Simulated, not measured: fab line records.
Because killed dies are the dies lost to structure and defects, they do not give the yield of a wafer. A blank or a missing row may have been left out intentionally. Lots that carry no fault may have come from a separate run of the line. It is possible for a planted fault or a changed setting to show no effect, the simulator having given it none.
Matching of chambers || flow gf180mcu || 4 sister chambers for GF_V1_CMP_26 on cmp-02
The step polishes, stops on SiO2, t overpolish 15 s, target thk 0 nm. 4 wafers are shown with their chamber, then 7 later ones without.

WAFERS PAIRED WITH THEIR CHAMBERS
{"wafer": "L943.1", "chamber": 1, "motorCurrentA (A)": 11.2}
{"wafer": "L943.4", "chamber": 0, "motorCurrentA (A)": 12.3}
{"wafer": "L945.2", "chamber": 3, "motorCurrentA (A)": 10.5}
{"wafer": "L945.5", "chamber": 2, "motorCurrentA (A)": 10.8}

WAFERS WHOSE CHAMBER IS MISSING
{"wafer": "L945.6", "motorCurrentA (A)": 10.9}
{"wafer": "L952.2", "motorCurrentA (A)": 12.3}
{"wafer": "L952.5", "motorCurrentA (A)": 12.0}
{"wafer": "L952.6", "motorCurrentA (A)": 11.0}
{"wafer": "L953.1", "motorCurrentA (A)": 10.9}
{"wafer": "L953.2", "motorCurrentA (A)": 11.5}
{"wafer": "L953.4", "motorCurrentA (A)": 10.5}

THE CHAMBER EACH PASSED THROUGH
{"wafer": "L945.6", "from the rows above": "can't be placed: 2 or 1 or 3", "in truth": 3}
{"wafer": "L952.2", "from the rows above": 0, "in truth": 0}
{"wafer": "L952.5", "from the rows above": 0, "in truth": 0}
{"wafer": "L952.6", "from the rows above": "can't be placed: 1 or 2 or 3", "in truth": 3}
{"wafer": "L953.1", "from the rows above": "can't be placed: 2 or 1 or 3", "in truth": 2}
{"wafer": "L953.2", "from the rows above": 1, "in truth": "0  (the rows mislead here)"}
{"wafer": "L953.4", "from the rows above": "can't be placed: 3 or 2", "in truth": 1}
Correctly placed: 2 of 7. These rows do not allow placing 4 (true chamber among the candidates in 3). Placed wrongly: 1.
How it was worked out, from the rows above alone: a wafer's distance from a chamber is the root of the sum, over the readings, of the square of ((its reading less the chamber's mean) divided by the reading's scatter). If the next closest chamber is less than 2 further off than the closest, the wafer can't be placed; otherwise it belongs to the closest. Each chamber's mean is taken over the wafers shown for it. The scatter (one wafer shown for each chamber): square how far every hidden wafer sits from the nearest shown wafer, average those squares and take the square root.
